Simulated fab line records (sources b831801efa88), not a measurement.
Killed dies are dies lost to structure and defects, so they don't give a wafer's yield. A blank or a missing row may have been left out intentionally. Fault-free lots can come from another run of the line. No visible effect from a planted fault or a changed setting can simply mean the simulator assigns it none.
Which of the tools did it? -- flow gf180mcu -- 6 lots with 18 wafers sampled at 3 steps, on a route of 602 steps

== WHAT THE GAUGES SHOWED, per wafer ==
GF_MIM_THK_MEAS_06.
lot,measured,on,MIM_CVD_05_THK (nm)
L641,day 25 05:50,film-metro-01,41.7 42.0 42.3
L647,day 27 05:38,film-metro-02,43.0 43.6 44.0 43.0 43.7 44.0
L655,day 29 17:54,film-metro-01,42.0 41.9 43.2
L657,day 30 10:04,film-metro-04,41.6 42.4 42.3
L660,day 31 01:51,film-metro-02,42.3 42.1 42.5
L662,day 31 12:04,film-metro-02,41.9 41.7 42.8

== TOOL THAT RAN EACH LOT (tool first, then ch and the chambers of the sampled wafers, then the start) ==
lot,GF_M4_SPUTTER_00,GF_MIM_CVD_05
L641,"pvd-sputter-02, day 23 06:53","pecvd-03 ch 0,2, day 25 05:47"
L647,"pvd-sputter-04, day 25 09:14","pecvd-03 ch 1,2, day 27 05:36"
L655,"pvd-sputter-04, day 28 00:48","pecvd-03 ch 1,2, day 29 17:52"
L657,"pvd-sputter-02, day 28 16:50","pecvd-02 ch 1,2, day 30 10:01"
L660,"pvd-sputter-02, day 29 09:50","pecvd-01 ch 0,1,2, day 31 01:49"
L662,"pvd-sputter-04, day 29 20:27","pecvd-03 ch 0,2, day 31 12:02"
- GF_M4_SPUTTER_00: material Ti, target thk 37.5 nm, time 150 s.
- GF_MIM_CVD_05: deposits Si3N4, target thk 42 nm, time 29.086 s.

== THE ANSWER, worked out from the rows above alone ==
Rule: usual is defined by the lots themselves. The widest of any qualifying gaps counts: lots, ordered by their means at a reading, are off when they make up no more than a third of the lots, leave a main group of 4 or more, and stand apart from it by 3 or more times the standard deviation of that group's means. A main group is skipped when, at the precision printed for the reading in the tables above, its means are all equal. Also off: a lot with no number at a reading for which 4 or more lots have one. All remaining lots with rows at the step are treated as sound.
Off: at GF_MIM_THK_MEAS_06 (MIM_CVD_05_THK), L647. Mean 42.2 nm and standard deviation 0.13 in the main group.
A tool fits if, at a process step before that reading, it ran every lot that is off, and no sound lot after the first of them. Gauges at GF_MIM_THK_MEAS_06: tried the same way as those tools. Not one of the candidates tried fits.

== WHAT THE SIMULATOR HAD INSERTED ==
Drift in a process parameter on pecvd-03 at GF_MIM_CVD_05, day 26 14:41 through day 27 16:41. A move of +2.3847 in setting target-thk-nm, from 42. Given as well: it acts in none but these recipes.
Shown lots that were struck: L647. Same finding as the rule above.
